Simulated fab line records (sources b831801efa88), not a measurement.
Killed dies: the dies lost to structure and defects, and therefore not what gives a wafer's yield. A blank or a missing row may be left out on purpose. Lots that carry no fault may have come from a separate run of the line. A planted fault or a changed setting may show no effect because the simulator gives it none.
Tool commonality check / flow sky130 / Sampled: 12 lots, 42 wafers

## WHAT PROMPTED THE OPENING
At SKY_PASSIVATION_THK_MEAS_03 the reading PASSIVATION_CVD_02_THK is flagged on 2 of 12 lots. Fault-free wafers read 540 nm, with a standard deviation of 8.5.
Rule: a lot is flagged in two cases, either no wafer of it has a number, or all its wafers with numbers fall more than 4 standard deviations from that mean. As for the other lots, they are considered sound.

lot=L762; measured=day 44 13:26; on=film-metro-03; PASSIVATION_CVD_02_THK (nm), wafer by wafer=531 536 549; flag=
lot=L763; measured=day 45 14:35; on=film-metro-01; PASSIVATION_CVD_02_THK (nm), wafer by wafer=541 544 538; flag=
lot=L764; measured=day 45 19:31; on=film-metro-01; PASSIVATION_CVD_02_THK (nm), wafer by wafer=541 536 554; flag=
lot=L765; measured=day 46 07:04; on=film-metro-01; PASSIVATION_CVD_02_THK (nm), wafer by wafer=539 552 547; flag=
lot=L766; measured=day 46 08:47; on=film-metro-01; PASSIVATION_CVD_02_THK (nm), wafer by wafer=545 554 545; flag=
lot=L770; measured=day 46 22:53; on=film-metro-02; PASSIVATION_CVD_02_THK (nm), wafer by wafer=547 557 551; flag=
lot=L768; measured=day 47 00:34; on=film-metro-01; PASSIVATION_CVD_02_THK (nm), wafer by wafer=539 545 544; flag=
lot=L769; measured=day 47 01:23; on=film-metro-01; PASSIVATION_CVD_02_THK (nm), wafer by wafer=527 539 541; flag=
lot=L771; measured=day 47 07:22; on=film-metro-02; PASSIVATION_CVD_02_THK (nm), wafer by wafer=524 545 537; flag=
lot=L775; measured=day 47 19:11; on=film-metro-01; PASSIVATION_CVD_02_THK (nm), wafer by wafer=527 532 542; flag=
lot=L776; measured=day 47 23:39; on=film-metro-02; PASSIVATION_CVD_02_THK (nm), wafer by wafer=594 604 594 593 604 594; flag=FLAGGED
lot=L777; measured=day 48 10:20; on=film-metro-01; PASSIVATION_CVD_02_THK (nm), wafer by wafer=594 594 588 594 594 588; flag=FLAGGED
Average over the flagged lots: 595 nm; offset from the usual +55 nm, equal to +6 standard deviations.

## WHICH TOOL EACH LOT WENT THROUGH
The record holds 1 process step before the reading, out of a route of 708 steps. Every cell lists first the tool, next ch and the chambers used by the sampled wafers, and last the start.
lot=L762; flag=; SKY_PASSIVATION_CVD_02=pecvd-04 ch 0,1,2, day 44 13:12
lot=L763; flag=; SKY_PASSIVATION_CVD_02=pecvd-04 ch 0,1,2, day 45 14:26
lot=L764; flag=; SKY_PASSIVATION_CVD_02=pecvd-04 ch 0,1,2, day 45 19:16
lot=L765; flag=; SKY_PASSIVATION_CVD_02=pecvd-03 ch 0,1,2, day 46 06:50
lot=L766; flag=; SKY_PASSIVATION_CVD_02=pecvd-03 ch 0,1,2, day 46 08:34
lot=L770; flag=; SKY_PASSIVATION_CVD_02=pecvd-03 ch 1,2, day 46 22:38
lot=L768; flag=; SKY_PASSIVATION_CVD_02=pecvd-03 ch 0,2, day 47 00:20
lot=L769; flag=; SKY_PASSIVATION_CVD_02=pecvd-02 ch 0,2, day 47 01:10
lot=L771; flag=; SKY_PASSIVATION_CVD_02=pecvd-02 ch 1,2, day 47 07:07
lot=L775; flag=; SKY_PASSIVATION_CVD_02=pecvd-02 ch 0,1, day 47 18:58
lot=L776; flag=FLAGGED; SKY_PASSIVATION_CVD_02=pecvd-02 ch 0,1,2, day 47 23:24
lot=L777; flag=FLAGGED; SKY_PASSIVATION_CVD_02=pecvd-02 ch 0,1,2, day 48 10:07
These steps, and what they do:
- SKY_PASSIVATION_CVD_02: deposits Si3N4, target thk 540 nm.
- SKY_PASSIVATION_THK_MEAS_03

## FLAGGED AGAINST TOTAL, ONE TOOL AT A TIME (gauges that did the reading follow at the end)
step=SKY_PASSIVATION_CVD_02; tool=pecvd-02; lots run=5; flagged=2; share of the flagged lots=all; sound lots run after its first flagged lot=0
step=SKY_PASSIVATION_CVD_02; tool=pecvd-03; lots run=4; flagged=0; share of the flagged lots=none; sound lots run after its first flagged lot=-
step=SKY_PASSIVATION_CVD_02; tool=pecvd-04; lots run=3; flagged=0; share of the flagged lots=none; sound lots run after its first flagged lot=-
step=SKY_PASSIVATION_THK_MEAS_03; tool=film-metro-01; lots run=8; flagged=1; share of the flagged lots=some; sound lots run after its first flagged lot=0
step=SKY_PASSIVATION_THK_MEAS_03; tool=film-metro-02; lots run=3; flagged=1; share of the flagged lots=some; sound lots run after its first flagged lot=0
step=SKY_PASSIVATION_THK_MEAS_03; tool=film-metro-03; lots run=1; flagged=0; share of the flagged lots=none; sound lots run after its first flagged lot=-

## THE TABLE: WHAT IT ALLOWS
In the table, 1 row covers all flagged lots: pecvd-02 at SKY_PASSIVATION_CVD_02.
- pecvd-02 at SKY_PASSIVATION_CVD_02: 2 of its 5 lots flagged. Last sound lot L775 at day 47 18:58, first flagged lot L776 at day 47 23:24; a fault beginning in between fits. Its own readings (rf-fwd-power-W) fall more than 4 standard deviations out on all wafers of the flagged lots.
Just one tool remains: pecvd-02 at SKY_PASSIVATION_CVD_02.

## WHAT THE SIMULATOR HAD INSERTED
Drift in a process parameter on pecvd-02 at SKY_PASSIVATION_CVD_02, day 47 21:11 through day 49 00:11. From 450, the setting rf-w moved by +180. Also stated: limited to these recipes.
Struck lots among those shown: L776, L777. The rule above reached the same finding.
